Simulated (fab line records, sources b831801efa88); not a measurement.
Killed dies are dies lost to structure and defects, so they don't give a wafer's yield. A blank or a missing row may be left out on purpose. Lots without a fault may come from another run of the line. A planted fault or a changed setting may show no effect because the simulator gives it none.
Chamber matching | flow sky130 | SKY_VIA3_ETCH_15 on rie_diel-01: 4 sister chambers
The step etches SiO2 in C4F8/O2/Ar, stops on TiN, target depth 507 nm, time 78 s. 8 wafers are shown with their chamber, then 9 later ones without.

WAFERS WITH THEIR CHAMBER
wafer  | chamber | oes_product_au (a.u.)
L077.4 | 3       | 0.939
L079.2 | 1       | 0.942
L079.5 | 2       | 0.934
L082.4 | 1       | 0.945
L082.5 | 0       | 0.943
L084.2 | 3       | 0.948
L084.4 | 0       | 0.946
L084.5 | 2       | 0.941

WAFERS WITHOUT THEIR CHAMBER
wafer  | oes_product_au (a.u.)
L086.2 | 0.939
L086.3 | 0.946
L086.5 | 0.949
L087.1 | 0.947
L087.4 | 0.951
L087.5 | 0.948
L092.1 | 0.949
L092.2 | 0.940
L092.4 | 0.947

WHICH CHAMBER EACH WENT THROUGH
wafer  | from the rows above               | in truth
L086.2 | can't be placed: 2 or 1 or 3 or 0 | 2
L086.3 | can't be placed: 0 or 1 or 3 or 2 | 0
L086.5 | can't be placed: 0 or 1 or 3 or 2 | 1
L087.1 | can't be placed: 0 or 1 or 3 or 2 | 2
L087.4 | can't be placed: 0 or 1 or 3 or 2 | 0
L087.5 | can't be placed: 0 or 1 or 3 or 2 | 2
L092.1 | can't be placed: 0 or 1 or 3 or 2 | 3
L092.2 | can't be placed: 2 or 1 or 3 or 0 | 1
L092.4 | can't be placed: 0 or 1 or 3 or 2 | 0
Placed correctly: 0 of 9. Can't be placed from these rows: 9 (the true chamber is among the candidates in 9). Placed wrongly: 0.
How it was worked out, from the rows above alone: a wafer's distance from a chamber is the root of the sum, over the readings, of the square of ((its reading less the chamber's mean) divided by the reading's scatter). The wafer belongs to the nearest chamber; if the next one is less than 2 further off, it can't be placed. A chamber's mean is the mean of its shown wafers. The scatter: the root of (the sum of the squares of (reading less its chamber's mean) over the shown wafers, divided by (wafers less chambers)).
